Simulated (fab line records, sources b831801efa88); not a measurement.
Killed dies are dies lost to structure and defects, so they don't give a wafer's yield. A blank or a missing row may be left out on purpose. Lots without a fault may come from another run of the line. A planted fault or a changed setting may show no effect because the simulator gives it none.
Chamber matching | flow sky130 | SKY_LI_CONTACT_CMP_24 on cmp-02: 4 sister chambers
The step polishes, stops on PSG, t overpolish 20 s, target thk 0 nm. 18 wafers are shown with their chamber, then 9 later ones without.

WAFERS WITH THEIR CHAMBER
wafer  | chamber | motor_current_A (A) | time_to_endpoint_s (s) | overpolish_run_s (s)
L107.1 | 2       | 10.4                | 100                    | 20.009
L107.3 | 3       | 10.4                | 101                    | 19.992
L107.4 | 0       | 10.4                | 102                    | 20.007
L110.3 | 0       | 10.3                | 97                     | 20.006
L110.4 | 2       | 9.9                 | 97                     | 20.002
L110.6 | 1       | 12.4                | 98                     | 19.986
L113.2 | 1       | 11.9                | 98                     | 19.987
L113.3 | 2       | 11.0                | 99                     | 19.994
L113.5 | 3       | 11.2                | 95                     | 20.009
L115.1 | 2       | 10.9                | 96                     | 19.998
L115.2 | 0       | 10.7                | 95                     | 19.977
L115.5 | 1       | 12.7                | 97                     | 19.999
L118.1 | 1       | 12.1                | 95                     | 19.998
L118.5 | 0       | 10.7                | 103                    | 19.995
L118.6 | 1       | 11.9                | 96                     | 20.016
L119.2 | 2       | 11.0                | 98                     | 20.001
L119.3 | 1       | 12.7                | 95                     | 19.993
L119.5 | 0       | 10.4                | 99                     | 19.984

SIGNATURES (means of the wafers above)
reading            | chamber 0 | chamber 1 | chamber 2 | chamber 3 | scatter within a chamber
motor_current_A    | 10.500    | 12.283    | 10.640    | 10.800    | 0.385
time_to_endpoint_s | 99.20     | 96.50     | 98.00     | 98.00     | 2.42
overpolish_run_s   | 19.99380  | 19.99650  | 20.00080  | 20.00050  | 0.0106
Rule: a wafer's distance from a chamber is the root of the sum, over the readings, of the square of ((its reading less the chamber's mean) divided by the reading's scatter). The wafer belongs to the nearest chamber; if the next one is less than 2 further off, it can't be placed. The scatter: the root of (the sum of the squares of (reading less its chamber's mean) over the shown wafers, divided by (wafers less chambers)).

WAFERS WITHOUT THEIR CHAMBER
wafer  | motor_current_A (A) | time_to_endpoint_s (s) | overpolish_run_s (s)
L121.3 | 12.3                | 99                     | 20.006
L121.4 | 11.1                | 98                     | 19.992
L121.6 | 11.4                | 103                    | 20.006
L122.1 | 10.9                | 93                     | 19.997
L122.2 | 12.3                | 97                     | 20.002
L122.4 | 10.5                | 99                     | 20.009
L127.1 | 10.9                | 98                     | 19.996
L127.3 | 10.8                | 101                    | 20.006
L127.4 | 12.6                | 95                     | 20.002

WHICH CHAMBER EACH WENT THROUGH
wafer  | from the rows above               | in truth
L121.3 | 1                                 | 1
L121.4 | can't be placed: 3 or 2 or 0      | 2
L121.6 | can't be placed: 3 or 2 or 0 or 1 | 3
L122.1 | can't be placed: 3 or 2 or 0 or 1 | 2
L122.2 | 1                                 | 1
L122.4 | can't be placed: 2 or 3 or 0      | 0
L127.1 | can't be placed: 3 or 2 or 0      | 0
L127.3 | can't be placed: 3 or 2 or 0      | 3
L127.4 | 1                                 | 1
Placed correctly: 3 of 9. Can't be placed from these rows: 6 (the true chamber is among the candidates in 6). Placed wrongly: 0.
